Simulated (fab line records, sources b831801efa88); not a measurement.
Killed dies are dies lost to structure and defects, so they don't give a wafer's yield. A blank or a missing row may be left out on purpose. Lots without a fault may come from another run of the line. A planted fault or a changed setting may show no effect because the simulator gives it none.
Chamber matching | flow sky130 | SKY_FIELD_ISO_ETCH_17 on rie_si-01: 4 sister chambers
The step etches Si in HBr/Cl2/O2, target depth 342 nm, time 101 s. 27 wafers are shown with their chamber, then 12 later ones without.

WAFERS WITH THEIR CHAMBER
wafer  | chamber | drypump_motor_current_A (A) | oes_product_au (a.u.) | throttle_valve_pct (%)
L074.2 | 1       | 5.9                         | 0.983                 | 25.656
L074.4 | 2       | 6.6                         | 1.010                 | 25.642
L074.5 | 3       | 5.7                         | 0.989                 | 25.646
L075.1 | 3       | 5.7                         | 0.988                 | 25.674
L075.3 | 0       | 6.1                         | 0.994                 | 25.646
L075.4 | 0       | 6.2                         | 1.009                 | 25.650
L078.1 | 2       | 6.6                         | 1.003                 | 25.656
L078.4 | 0       | 6.1                         | 1.005                 | 25.654
L078.6 | 0       | 6.1                         | 1.001                 | 25.645
L080.3 | 2       | 6.6                         | 1.006                 | 25.651
L080.5 | 0       | 6.1                         | 1.002                 | 25.657
L080.6 | 1       | 5.9                         | 0.988                 | 25.653
L081.3 | 1       | 5.9                         | 0.988                 | 25.661
L081.4 | 2       | 6.5                         | 0.993                 | 25.651
L081.6 | 0       | 6.1                         | 0.988                 | 25.649
L082.1 | 0       | 6.2                         | 1.004                 | 25.657
L082.2 | 1       | 5.9                         | 0.988                 | 25.632
L082.3 | 2       | 6.6                         | 1.000                 | 25.658
L084.2 | 1       | 5.9                         | 0.993                 | 25.663
L084.3 | 3       | 5.8                         | 1.002                 | 25.657
L084.6 | 3       | 5.7                         | 0.993                 | 25.654
L086.2 | 2       | 6.5                         | 0.999                 | 25.674
L086.4 | 0       | 6.1                         | 1.004                 | 25.654
L086.6 | 2       | 6.5                         | 0.991                 | 25.675
L088.3 | 3       | 5.7                         | 1.001                 | 25.661
L088.5 | 3       | 5.8                         | 1.008                 | 25.658
L088.6 | 2       | 6.5                         | 1.002                 | 25.637

SIGNATURES (means of the wafers above)
reading                 | chamber 0 | chamber 1 | chamber 2 | chamber 3 | scatter within a chamber
drypump_motor_current_A | 6.125     | 5.900     | 6.550     | 5.733     | 0.0458
oes_product_au          | 1.00087   | 0.98800   | 1.00050   | 0.99683   | 0.00649
throttle_valve_pct      | 25.65150  | 25.65300  | 25.65550  | 25.65833  | 0.0104
Rule: a wafer's distance from a chamber is the root of the sum, over the readings, of the square of ((its reading less the chamber's mean) divided by the reading's scatter). The wafer belongs to the nearest chamber; if the next one is less than 2 further off, it can't be placed. The scatter: the root of (the sum of the squares of (reading less its chamber's mean) over the shown wafers, divided by (wafers less chambers)).

WAFERS WITHOUT THEIR CHAMBER
wafer  | drypump_motor_current_A (A) | oes_product_au (a.u.) | throttle_valve_pct (%)
L090.2 | 6.5                         | 1.012                 | 25.653
L090.4 | 6.1                         | 1.005                 | 25.645
L090.5 | 6.1                         | 0.998                 | 25.688
L092.3 | 5.9                         | 0.986                 | 25.654
L092.4 | 5.8                         | 0.995                 | 25.656
L092.5 | 5.7                         | 0.998                 | 25.642
L094.1 | 5.9                         | 1.006                 | 25.683
L094.2 | 5.7                         | 1.007                 | 25.632
L094.3 | 6.5                         | 1.005                 | 25.673
L096.3 | 5.8                         | 0.992                 | 25.644
L096.5 | 5.7                         | 1.000                 | 25.653
L096.6 | 5.9                         | 0.983                 | 25.677

WHICH CHAMBER EACH WENT THROUGH
wafer  | from the rows above          | in truth
L090.2 | 2                            | 2
L090.4 | 0                            | 0
L090.5 | 0                            | 0
L092.3 | 1                            | 1
L092.4 | can't be placed: 3 or 1      | 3
L092.5 | 3                            | 3
L094.1 | can't be placed: 1 or 3 or 0 | 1
L094.2 | 3                            | 3
L094.3 | 2                            | 2
L096.3 | can't be placed: 3 or 1      | 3
L096.5 | 3                            | 3
L096.6 | 1                            | 1
Placed correctly: 9 of 12. Can't be placed from these rows: 3 (the true chamber is among the candidates in 3). Placed wrongly: 0.
